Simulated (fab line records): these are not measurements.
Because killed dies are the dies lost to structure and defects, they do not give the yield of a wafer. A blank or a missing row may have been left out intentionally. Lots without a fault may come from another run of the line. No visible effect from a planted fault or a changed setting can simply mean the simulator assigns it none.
The tool behind it: which one? | flow sky130 | at 1 step of a route of 708, 12 lots with 36 wafers sampled

== WHAT EACH GAUGE READ, for each wafer ==
SKY_VIA3_BOW_MEAS_03.
lot  | measured     | on            | VIA3_BOW (um)
L075 | day 38 18:52 | film_metro-01 | 79 75 80
L078 | day 39 10:04 | film_metro-03 | 77 72 83
L079 | day 39 23:11 | film_metro-04 | 81 85 86
L081 | day 40 16:55 | film_metro-03 | 96 90 102
L082 | day 41 05:55 | film_metro-04 | 84 90 76
L084 | day 41 20:18 | film_metro-04 | 65 75 55
L087 | day 42 09:31 | film_metro-03 | 73 82 75
L089 | day 43 04:08 | film_metro-04 | 79 82 80
L091 | day 43 09:51 | film_metro-03 | 67 78 67
L093 | day 44 05:47 | film_metro-03 | 79 80 81
L095 | day 44 12:19 | film_metro-04 | 71 90 73
L097 | day 44 19:43 | film_metro-01 | 75 82 74

== EACH LOT AND THE TOOL THAT RAN IT (in order: tool; ch and the chambers of the sampled wafers; start) ==
No process step before these readings appears in the record.

== THE ANSWER, worked out from the rows above alone ==
Rule: the lots themselves supply what counts as usual. The widest of any qualifying gaps counts: lots, ordered by their means at a reading, are off when they make up no more than a third of the lots, leave a main group of 4 or more, and stand apart from it by 3 or more times the standard deviation of that group's means. Not used: any main group whose means are identical at the precision the tables above print for the reading. A lot without any number at a reading at which 4 lots or more have one is off too. The other lots that the step has rows for count as sound.
None of the lots is off at any reading shown; this tells nothing.

== WHAT THE SIMULATOR PUT IN ==
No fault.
